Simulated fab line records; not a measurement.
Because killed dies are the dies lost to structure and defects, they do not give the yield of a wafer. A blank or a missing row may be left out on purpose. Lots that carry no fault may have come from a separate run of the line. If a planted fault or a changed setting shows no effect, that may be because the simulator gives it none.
fab line records	flow sky130
record: lots: 14	wafers: 42	last_day: 50
route steps=708 shown VT_ADJUST_PCH@150 SONOS_TUNNEL@161 LDD_P@263 LDD_HVN@270 PAD_OPEN@708
lots with no fault: from the same line, run without faults
start_h: hours from the record's opening day to when the first of the lot's shown wafers began	wait_h: time in hours since the lot's previous step	" as in the row above	L1.1+2: a row that stands for several wafers	- no value, or no start was given	* or withheld: withheld	< > ~ a bound
route shown NAME@n: NAME is a module with steps in the file, n the number in the route of the first one	usual: average and standard deviation across the fault-free wafers	same: alike in all rows	chamber/n: place in a boat	sites: the reading at each site	_std_site: standard deviation of those values	_edge_site: the outer-site mean with the inner-site mean subtracted	radius_mm: for every site, how far away it sits from the centre of the wafer	mask NAME#n: copy n	behind: the last tool/chamber to shape the wafer	hold: why the lot went on hold/how many hours it stayed there/how the hold came to an end	device: the transistor (n, p or np) that didn't switch	end of line: the same wafers' tests at the end of the route	for a step that has no rows: nothing shown but its recipe	killed: dies that structure and defects cost at the first sort, which is not the same as the wafer's yield	map: the dies of a wafer, with x for killed, . for not killed, _ for no die there
set.NAME: the run value of the setting; set.NAME@STEP: its run value at that earlier step	model.NAME: the simulator's own value behind a step, which no gauge read
steps of the route over a sample of lots; a table a step, a row a wafer
services: a tool's chamber out of use, with start hour (start_h, from the record's first day; less than 0 if before it), hours out, and reason
== steps ==
step: SKY_VT_ADJUST_PCH_OVL_MEAS_07
usual: VT_ADJUST_PCH_OVL: -0.4/1.3
lot.wafer	tool	chamber	start_h	wait_h	VT_ADJUST_PCH_OVL[nm]
L566.2	overlay-01	-	230.29	-	0.4
L566.3	"	-	"	"	0.9
L566.4	"	-	"	"	2.0
L567.4	overlay-02	-	234.52	-	-1.7
L567.5	"	-	"	"	-2.2
L567.6	"	-	"	"	-2.9
L568.1	overlay-01	-	245.33	-	-0.3
L568.2	"	-	"	"	-0.2
L568.6	"	-	"	"	0.3
L569.1	overlay-01	-	255.62	-	-2.1
L569.4	"	-	"	"	-0.7
L569.6	"	-	"	"	0.8
L570.3	overlay-01	-	261.11	-	-1.1
L570.5	"	-	"	"	0.5
L570.6	"	-	"	"	0.0
L572.1	overlay-01	-	275.51	-	0.3
L572.2	"	-	"	"	-0.9
L572.6	"	-	"	"	-1.1
L573.1	overlay-02	-	286.86	-	-0.9
L573.2	"	-	"	"	-0.4
L573.4	"	-	"	"	-0.5
L575.1	overlay-01	-	295.26	-	0.6
L575.3	"	-	"	"	2.6
L575.5	"	-	"	"	-0.1
L576.1	overlay-01	-	303.53	-	0.4
L576.3	"	-	"	"	0.1
L576.5	"	-	"	"	1.0
L581.2	overlay-02	-	340.30	-	-1.5
L581.3	"	-	"	"	-0.7
L581.4	"	-	"	"	-0.9
L583.2	overlay-01	-	358.47	-	1.2
L583.4	"	-	"	"	0.5
L583.6	"	-	"	"	2.0
L585.2	overlay-01	-	374.47	-	-0.7
L585.3	"	-	"	"	-0.2
L585.4	"	-	"	"	0.2
L588.2	overlay-01	-	397.84	-	-1.7
L588.3	"	-	"	"	0.2
L588.4	"	-	"	"	0.7
L589.1	overlay-01	-	401.23	-	1.4
L589.2	"	-	"	"	-0.8
L589.6	"	-	"	"	0.9
step: SKY_SONOS_TUNNEL_CD_MEAS_07
recipe: target_cd_nm: 410
usual: cd_nm: 410.3/2.4
lot.wafer	tool	chamber	start_h	wait_h	cd_nm
L566.2	cd_sem-01	-	253.70	0.1	413.3
L566.3	"	-	"	"	413.0
L566.4	"	-	"	"	413.4
L567.4	cd_sem-02	-	257.99	0.1	411.4
L567.5	"	-	"	"	411.7
L567.6	"	-	"	"	413.5
L568.1	cd_sem-02	-	268.86	0.1	412.4
L568.2	"	-	"	"	412.2
L568.6	"	-	"	"	410.5
L569.1	cd_sem-02	-	280.51	0.1	412.4
L569.4	"	-	"	"	409.8
L569.6	"	-	"	"	410.2
L570.3	cd_sem-02	-	286.11	0.1	406.3
L570.5	"	-	"	"	409.8
L570.6	"	-	"	"	407.5
L572.1	cd_sem-02	-	300.06	0.1	409.9
L572.2	"	-	"	"	407.5
L572.6	"	-	"	"	405.0
L573.1	cd_sem-02	-	312.21	0.1	407.8
L573.2	"	-	"	"	408.9
L573.4	"	-	"	"	408.4
L575.1	cd_sem-01	-	321.21	0.1	407.8
L575.3	"	-	"	"	408.1
L575.5	"	-	"	"	405.8
L576.1	cd_sem-01	-	329.86	0.1	412.9
L576.3	"	-	"	"	411.8
L576.5	"	-	"	"	412.1
L581.2	cd_sem-02	-	367.70	0.1	407.8
L581.3	"	-	"	"	409.8
L581.4	"	-	"	"	411.5
L583.2	cd_sem-01	-	387.08	0.1	407.2
L583.4	"	-	"	"	407.2
L583.6	"	-	"	"	408.6
L585.2	cd_sem-01	-	403.63	0.1	410.2
L585.3	"	-	"	"	412.8
L585.4	"	-	"	"	413.2
L588.2	cd_sem-02	-	428.58	0.1	412.3
L588.3	"	-	"	"	411.5
L588.4	"	-	"	"	412.3
L589.1	cd_sem-01	-	431.91	0.1	410.2
L589.2	"	-	"	"	407.4
L589.6	"	-	"	"	410.9
step: SKY_LDD_P_OVL_MEAS_08
usual: LDD_P_OVL: -0.3/1.4
lot.wafer	tool	chamber	start_h	wait_h	LDD_P_OVL[nm]
L566.2	overlay-01	-	433.16	0.1	-1.2
L566.3	"	-	"	"	-1.0
L566.4	"	-	"	"	0.2
L567.4	overlay-02	-	439.45	0.1	-0.2
L567.5	"	-	"	"	0.0
L567.6	"	-	"	"	-2.7
L568.1	overlay-01	-	449.25	0.1	0.5
L568.2	"	-	"	"	2.5
L568.6	"	-	"	"	1.5
L569.1	overlay-01	-	469.68	0.1	0.6
L569.4	"	-	"	"	-1.8
L569.6	"	-	"	"	-0.3
L570.3	overlay-01	-	479.94	0.1	0.1
L570.5	"	-	"	"	1.5
L570.6	"	-	"	"	1.4
L572.1	overlay-02	-	500.20	0.1	-1.4
L572.2	"	-	"	"	-2.7
L572.6	"	-	"	"	-0.8
L573.1	overlay-02	-	509.40	0.1	-1.5
L573.2	"	-	"	"	-1.2
L573.4	"	-	"	"	-1.7
L575.1	overlay-01	-	525.28	0.1	0.8
L575.3	"	-	"	"	-1.4
L575.5	"	-	"	"	-2.2
L576.1	overlay-02	-	530.00	0.1	-0.2
L576.3	"	-	"	"	1.1
L576.5	"	-	"	"	0.8
L581.2	overlay-02	-	569.68	0.1	-1.4
L581.3	"	-	"	"	-1.3
L581.4	"	-	"	"	-1.4
L583.2	overlay-01	-	596.13	0.1	0.3
L583.4	"	-	"	"	-1.6
L583.6	"	-	"	"	-0.6
L585.2	overlay-01	-	605.02	0.1	0.0
L585.3	"	-	"	"	0.7
L585.4	"	-	"	"	-0.6
L588.2	overlay-02	-	631.36	0.1	-2.6
L588.3	"	-	"	"	-1.4
L588.4	"	-	"	"	-2.0
L589.1	overlay-01	-	637.07	0.1	1.5
L589.2	"	-	"	"	2.5
L589.6	"	-	"	"	1.4
step: SKY_LDD_HVN_SOFTBAKE_03
recipe: temp_c: 90	time_s: 60	resist: NOVOLAK
usual: chill_plate_temp_C: 22.99/0.093	heater_power_total_W: 56.59/0.044	run_length_s: 88.95/0.21
lot.wafer	tool	chamber	start_h	wait_h	chill_plate_temp_C	heater_power_total_W	run_length_s
L566.2	litho_track-02	0	448.59	0.1	22.91	56.54	89.05
L566.3	"	0	"	"	23.02	56.62	89.06
L566.4	"	0	"	"	22.99	56.51	88.81
L567.4	litho_track-01	0	455.82	0.1	23.13	56.53	88.98
L567.5	"	0	"	"	22.99	56.63	89.29
L567.6	"	0	"	"	22.92	56.66	89.04
L568.1	litho_track-01	0	466.15	0.1	22.88	56.56	89.02
L568.2	"	0	"	"	22.89	56.63	89.11
L568.6	"	0	"	"	23.01	56.66	89.02
L569.1	litho_track-04	0	485.43	0.1	23.07	56.62	88.65
L569.4	"	0	"	"	23.13	56.56	88.68
L569.6	"	0	"	"	23.15	56.55	88.61
L570.3	litho_track-01	0	496.20	0.1	23.06	56.57	89.35
L570.5	"	0	"	"	22.94	56.63	88.96
L570.6	"	0	"	"	23.09	56.67	89.04
L572.1	litho_track-01	0	515.95	0.1	23.04	56.62	88.99
L572.2	"	0	"	"	23.04	56.64	89.18
L572.6	"	0	"	"	22.96	56.62	89.00
L573.1	litho_track-02	0	525.76	0.1	23.01	56.63	88.90
L573.2	"	0	"	"	23.07	56.61	88.76
L573.4	"	0	"	"	23.09	56.56	88.82
L575.1	litho_track-04	0	541.03	0.1	22.98	56.52	88.82
L575.3	"	0	"	"	23.04	56.66	88.79
L575.5	"	0	"	"	23.02	56.56	88.80
L576.1	litho_track-04	0	545.08	0.1	23.00	56.54	88.69
L576.3	"	0	"	"	23.26	56.57	88.60
L576.5	"	0	"	"	23.05	56.55	88.61
L581.2	litho_track-02	0	585.04	0.1	22.88	56.62	88.90
L581.3	"	0	"	"	22.85	56.58	88.83
L581.4	"	0	"	"	22.96	56.57	88.99
L583.2	litho_track-01	0	611.02	0.1	22.83	56.58	89.04
L583.4	"	0	"	"	22.87	56.60	89.07
L583.6	"	0	"	"	22.75	60.38	78.58
L585.2	litho_track-01	0	620.52	0.1	23.06	56.58	89.10
L585.3	"	0	"	"	22.96	60.41	78.28
L585.4	"	0	"	"	22.96	56.53	89.15
L588.2	litho_track-02	0	646.49	0.1	22.94	56.59	89.01
L588.3	"	0	"	"	22.94	56.57	88.98
L588.4	"	0	"	"	22.93	56.60	89.13
L589.1	litho_track-04	0	652.13	0.1	22.96	56.66	88.90
L589.2	"	0	"	"	22.91	56.57	88.67
L589.6	"	0	"	"	22.95	56.59	88.71
step: SKY_PAD_OPEN_PROBE_99
usual: killed_at_M0_to_M3: 43/7.1	killed_at_M4_up: 3.2/1.9	killed_at_contacts: 23/5.1	killed_at_front_end: 15/4.5	killed_at_other: 0.4/0.65	killed_dies: 85/9.4	killed_open: 47/6.8	killed_short: 38/6.1
same: gross_dies: 492	killed_at_back_side: 0
lot.wafer	tool	chamber	start_h	wait_h	killed_at_M0_to_M3	killed_at_M4_up	killed_at_contacts	killed_at_front_end	killed_at_other	killed_dies	killed_open	killed_short
L566.2	prober-02	-	1082.66	0.1	46	3	33	21	0	103	54	49
L566.3	prober-02	-	1082.71	0.2	43	3	15	12	0	73	42	31
L566.4	prober-02	-	1082.76	0.2	52	2	21	14	0	89	49	40
L568.1	prober-02	-	1097.07	0.1	36	5	21	21	0	83	50	32
L568.2	prober-02	-	1097.12	0.1	54	4	16	16	0	90	50	39
L568.6	prober-02	-	1097.32	0.2	45	6	29	8	2	90	51	39
L570.3	prober-02	-	1115.88	0.2	44	1	30	19	1	95	47	48
L570.5	prober-02	-	1115.98	0.2	39	1	25	12	0	77	42	35
L570.6	prober-02	-	1116.03	0.2	43	5	19	13	2	82	41	41
L572.1	prober-02	-	1130.91	0.1	50	2	29	18	1	100	55	45
L572.2	prober-02	-	1130.96	0.1	50	4	31	11	0	96	51	45
L572.6	prober-02	-	1131.16	0.2	50	2	23	18	0	93	47	46
L575.1	prober-01	-	1146.34	0.1	54	2	19	19	1	95	48	47
L575.3	prober-01	-	1146.44	0.2	60	2	17	16	0	95	58	37
L575.5	prober-01	-	1146.54	0.2	43	3	24	16	1	87	40	47
L581.2	prober-02	-	1170.67	0.1	40	3	23	14	0	80	45	35
L581.3	prober-02	-	1170.72	0.2	50	1	22	9	1	83	42	41
L581.4	prober-02	-	1170.77	0.2	45	6	26	14	0	91	52	39
L583.2	prober-01	-	1184.34	0.1	50	5	20	7	1	83	45	37
L583.4	prober-01	-	1184.44	0.2	42	2	23	11	2	80	42	36
L583.6	prober-01	-	1184.54	0.2	58	1	38	12	0	109	56	53
L585.2	prober-01	-	1189.78	0.1	40	4	28	10	0	82	45	37
L585.3	prober-01	-	1189.83	0.2	41	6	12	15	0	74	39	34
L585.4	prober-01	-	1189.88	0.2	40	1	17	17	0	75	50	25
L588.2	prober-02	-	1203.73	0.1	42	3	24	16	0	85	49	36
L588.3	prober-02	-	1203.78	0.2	36	7	18	14	0	75	35	40
L588.4	prober-02	-	1203.83	0.2	40	6	21	19	0	86	48	38
killed by level:class
L566.2 VIA1:geometric_particle:open=12 LI_CONTACT:geometric_particle:open=9 CONTACT:geometric_particle:open=8 METAL1:geometric_particle:short=8 FIELD_ISO:geometric_particle:short=7 CONTACT:geometric_particle:short=7 VIA3:geometric_particle:open=7 LI_CONTACT:geometric_particle:short=5
L566.3 VIA1:geometric_particle:open=11 VIA3:geometric_particle:open=7 METAL2:geometric_particle:short=6 METAL1:geometric_particle:short=5 VIA2:geometric_particle:open=5 LI_CONTACT:geometric_particle:open=4 CONTACT:geometric_particle:short=4 CONTACT:geometric_particle:open=4
L566.4 VIA1:geometric_particle:open=10 METAL2:geometric_particle:short=8 VIA3:geometric_particle:open=7 LI_CONTACT:geometric_particle:open=6 VIA2:geometric_particle:short=5 CONTACT:geometric_particle:open=5 VIA1:geometric_particle:short=5 LOCAL_INTERCONNECT:geometric_particle:short=4
L568.1 CONTACT:geometric_particle:open=11 VIA2:geometric_particle:open=9 FIELD_ISO:geometric_particle:open=7 VIA1:geometric_particle:open=7 FIELD_ISO:geometric_particle:short=6 VIA1:geometric_particle:short=6 LI_CONTACT:geometric_particle:open=6 VIA3:geometric_particle:open=4
L568.2 VIA1:geometric_particle:open=11 VIA2:geometric_particle:open=9 VIA3:geometric_particle:open=7 CONTACT:geometric_particle:open=6 LI_CONTACT:geometric_particle:open=6 METAL1:geometric_particle:short=6 VIA2:geometric_particle:short=6 VIA1:geometric_particle:short=5
L568.6 CONTACT:geometric_particle:open=12 VIA1:geometric_particle:open=12 VIA2:geometric_particle:open=8 LOCAL_INTERCONNECT:geometric_particle:short=7 METAL2:geometric_particle:short=6 LI_CONTACT:geometric_particle:open=5 METAL1:geometric_particle:short=5 VIA3:geometric_particle:open=5
L570.3 CONTACT:geometric_particle:open=8 VIA1:geometric_particle:open=8 LI_CONTACT:geometric_particle:open=7 VIA2:geometric_particle:open=7 CONTACT:geometric_particle:short=6 LOCAL_INTERCONNECT:geometric_particle:short=6 METAL2:geometric_particle:short=6 VIA3:geometric_particle:short=5
L570.5 VIA2:geometric_particle:open=9 LI_CONTACT:geometric_particle:open=8 VIA1:geometric_particle:open=7 CONTACT:geometric_particle:short=6 CONTACT:geometric_particle:open=5 METAL1:geometric_particle:short=4 FIELD_ISO:geometric_particle:open=4 LOCAL_INTERCONNECT:geometric_particle:short=4
L570.6 VIA1:geometric_particle:open=9 LI_CONTACT:geometric_particle:open=6 LOCAL_INTERCONNECT:geometric_particle:short=5 METAL2:geometric_particle:short=5 FIELD_ISO:geometric_particle:short=4 CONTACT:geometric_particle:short=4 METAL1:geometric_particle:short=4 METAL2:geometric_particle:open=4
L572.1 VIA1:geometric_particle:open=15 VIA3:geometric_particle:open=8 CONTACT:geometric_particle:short=7 LI_CONTACT:geometric_particle:open=7 CONTACT:geometric_particle:open=7 VIA2:geometric_particle:open=7 FIELD_ISO:geometric_particle:short=6 VIA1:geometric_particle:short=6
L572.2 CONTACT:geometric_particle:open=9 CONTACT:geometric_particle:short=9 VIA3:geometric_particle:open=9 LI_CONTACT:geometric_particle:open=8 VIA1:geometric_particle:open=8 VIA1:geometric_particle:short=7 VIA2:geometric_particle:open=7 METAL2:geometric_particle:short=6
L572.6 VIA2:geometric_particle:open=12 CONTACT:geometric_particle:open=9 VIA1:geometric_particle:short=8 VIA3:geometric_particle:open=7 POLY_GATE:geometric_particle:open=6 METAL1:geometric_particle:short=6 POLY_GATE:geometric_particle:short=5 LOCAL_INTERCONNECT:geometric_particle:short=5
L575.1 VIA1:geometric_particle:open=12 METAL1:geometric_particle:short=11 FIELD_ISO:geometric_particle:short=9 VIA3:geometric_particle:open=9 LI_CONTACT:geometric_particle:open=7 VIA1:geometric_particle:short=7 VIA2:geometric_particle:open=6 FIELD_ISO:geometric_particle:open=4
L575.3 VIA1:geometric_particle:open=18 VIA3:geometric_particle:open=10 LI_CONTACT:geometric_particle:open=8 VIA2:geometric_particle:open=7 FIELD_ISO:geometric_particle:short=6 VIA1:geometric_particle:short=6 METAL2:geometric_particle:short=6 CONTACT:geometric_particle:open=5
L575.5 CONTACT:geometric_particle:open=8 VIA1:geometric_particle:open=8 VIA2:geometric_particle:open=8 METAL1:geometric_particle:short=6 FIELD_ISO:geometric_particle:short=5 POLY_GATE:geometric_particle:short=5 LI_CONTACT:geometric_particle:open=5 METAL2:geometric_particle:short=5
L581.2 LI_CONTACT:geometric_particle:open=11 VIA1:geometric_particle:open=9 POLY_GATE:geometric_particle:short=6 METAL1:geometric_particle:short=6 VIA2:geometric_particle:open=6 CONTACT:geometric_particle:open=5 VIA3:geometric_particle:open=5 FIELD_ISO:geometric_particle:open=3
L581.3 VIA1:geometric_particle:open=10 METAL1:geometric_particle:short=9 VIA3:geometric_particle:open=8 METAL2:geometric_particle:short=7 LI_CONTACT:geometric_particle:open=7 CONTACT:geometric_particle:open=7 FIELD_ISO:geometric_particle:short=5 CONTACT:geometric_particle:short=5
L581.4 CONTACT:geometric_particle:open=11 VIA1:geometric_particle:short=9 VIA1:geometric_particle:open=8 VIA3:geometric_particle:open=8 LI_CONTACT:geometric_particle:open=7 VIA2:geometric_particle:open=5 FIELD_ISO:geometric_particle:open=4 METAL1:geometric_particle:short=4
L583.2 VIA1:geometric_particle:open=11 METAL1:geometric_particle:short=9 LI_CONTACT:geometric_particle:open=7 VIA3:geometric_particle:open=6 VIA1:geometric_particle:short=4 CONTACT:geometric_particle:open=4 VIA2:geometric_particle:open=4 METAL2:geometric_particle:short=4
L583.4 LI_CONTACT:geometric_particle:open=7 VIA1:geometric_particle:open=7 METAL2:geometric_particle:short=7 CONTACT:geometric_particle:open=6 FIELD_ISO:geometric_particle:open=5 METAL1:geometric_particle:open=5 VIA1:geometric_particle:short=4 LI_CONTACT:geometric_particle:short=4
L583.6 CONTACT:geometric_particle:open=16 VIA1:geometric_particle:open=12 METAL2:geometric_particle:short=9 VIA1:geometric_particle:short=9 VIA2:geometric_particle:open=9 LI_CONTACT:geometric_particle:open=8 VIA3:geometric_particle:open=6 CONTACT:geometric_particle:short=6
L585.2 CONTACT:geometric_particle:open=10 LI_CONTACT:geometric_particle:short=7 VIA1:geometric_particle:open=7 LI_CONTACT:geometric_particle:open=6 METAL2:geometric_particle:short=6 VIA2:geometric_particle:open=5 VIA2:geometric_particle:short=4 VIA3:geometric_particle:open=4
L585.3 VIA1:geometric_particle:open=12 VIA3:geometric_particle:open=7 VIA1:geometric_particle:short=7 FIELD_ISO:geometric_particle:short=5 LI_CONTACT:geometric_particle:open=5 POLY_GATE:geometric_particle:open=4 CONTACT:geometric_particle:short=4 METAL1:geometric_particle:short=4
L585.4 VIA2:geometric_particle:open=15 FIELD_ISO:geometric_particle:open=7 CONTACT:geometric_particle:open=6 VIA1:geometric_particle:open=4 VIA1:geometric_particle:short=4 VIA3:geometric_particle:open=4 FIELD_ISO:geometric_particle:short=3 LI_CONTACT:geometric_particle:short=3
L588.2 LI_CONTACT:geometric_particle:open=10 VIA1:geometric_particle:open=9 METAL1:geometric_particle:short=8 FIELD_ISO:geometric_particle:open=7 CONTACT:geometric_particle:open=6 CONTACT:geometric_particle:short=5 VIA2:geometric_particle:open=5 METAL3:geometric_particle:short=4
L588.3 METAL2:geometric_particle:short=9 CONTACT:geometric_particle:open=8 FIELD_ISO:geometric_particle:open=7 VIA3:geometric_particle:short=7 FIELD_ISO:geometric_particle:short=6 METAL4:geometric_particle:short=5 METAL1:geometric_particle:short=5 LI_CONTACT:geometric_particle:open=4
L588.4 VIA1:geometric_particle:open=12 LOCAL_INTERCONNECT:geometric_particle:short=7 CONTACT:geometric_particle:open=7 FIELD_ISO:geometric_particle:short=6 VIA3:geometric_particle:open=6 POLY_GATE:geometric_particle:short=5 LI_CONTACT:geometric_particle:open=5 METAL1:geometric_particle:short=5
== services ==
tool	chamber	start_h	hours	kind
litho_track-02	-	568.38	-	consumable_replace:filter
litho_track-01	-	618.62	-	consumable_replace:filter
== key ==
first_sign: step: SKY_LDD_HVN_SOFTBAKE_03	reading: heater_power_total_W	direction: up	sigmas: 87	usual: *	struck: *
effect: step: SKY_LDD_HVN_SOFTBAKE_03	reading: run_length_s	direction: down	sigmas: 50	usual: *	struck: *
met_at SKY_LDD_HVN_SOFTBAKE_03
struck_lots L583,L585
struck_wafers L583.6,L585.3
tester_left_out L583,L585
not_acting_at SKY_VT_ADJUST_PCH_OVL_MEAS_07,SKY_SONOS_TUNNEL_CD_MEAS_07,SKY_LDD_P_OVL_MEAS_08
onset_between 515.95 611.02
fault: kind: process_parameter_drift	tool: litho_track-01	chamber: -	onset_h: 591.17	steps: SKY_LDD_HVN_SOFTBAKE_03	channel: time_s	offset: *	shape: step	end_h: 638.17	scope: struck_wafers_only	acts_in: *	stated: *
tester_left_out: of these lots the tester's yield and bins aren't shown, on N5 and GAA mostly nor the transistor test; their killed dies are dies lost to structure and defects alone, not to doping, threshold or leakage, so they don't give the yield
